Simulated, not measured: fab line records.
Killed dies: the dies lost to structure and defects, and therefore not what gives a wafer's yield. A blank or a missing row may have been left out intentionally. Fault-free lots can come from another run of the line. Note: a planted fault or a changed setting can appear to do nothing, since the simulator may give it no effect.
Chamber matching ; flow gf180mcu ; cmp-02 running GF_V5_CMP_26: 4 sister chambers
The step polishes, stops on SiO2, t overpolish 15 s, target thk 0 nm. 14 wafers are shown with their chamber, then 7 later ones without.

WAFERS PAIRED WITH THEIR CHAMBERS
wafer;chamber;motor_current_A (A);head_pressure_psi (psi)
L669.2;0;12.9;3.498
L669.5;2;10.0;3.512
L669.6;3;11.8;3.493
L674.3;1;9.4;3.499
L674.5;0;13.4;3.498
L674.6;3;11.8;3.487
L675.1;1;9.7;3.510
L675.3;3;11.6;3.509
L675.6;2;10.5;3.509
L676.1;2;10.5;3.487
L676.5;2;9.9;3.484
L676.6;3;11.4;3.500
L682.3;2;9.5;3.496
L682.4;0;12.7;3.508

SIGNATURES (averages over the wafers above)
reading;chamber 0;chamber 1;chamber 2;chamber 3;scatter within a chamber
motor_current_A;13.000;9.550;10.080;11.650;0.338
head_pressure_psi;3.50133;3.50450;3.49760;3.49725;0.0102
Rule: a wafer lies at a distance from a chamber equal to the root of the sum of squares, over the readings, of (its reading less the chamber's mean, divided by the reading's scatter). If the next closest chamber is less than 2 further off than the closest, the wafer can't be placed; otherwise it belongs to the closest. How the scatter is found: for the shown wafers, subtract from each reading the mean of its chamber, square and add these, divide the total by (wafers less chambers), then take the root.

WAFERS WHOSE CHAMBER IS MISSING
wafer;motor_current_A (A);head_pressure_psi (psi)
L682.6;9.9;3.506
L684.2;11.8;3.495
L684.5;9.5;3.507
L684.6;10.3;3.497
L686.1;13.1;3.501
L686.4;11.3;3.502
L686.5;13.1;3.486

WHICH CHAMBER EACH ONE RAN IN
wafer;from the rows above;in truth
L682.6;can't be placed: 2 or 1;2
L684.2;3;3
L684.5;can't be placed: 1 or 2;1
L684.6;can't be placed: 2 or 1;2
L686.1;0;0
L686.4;3;3
L686.5;0;0
Correctly placed: 4 of 7. From these rows, 3 cannot be placed; in 3 the true chamber is one of the candidates. 0 placed wrongly.
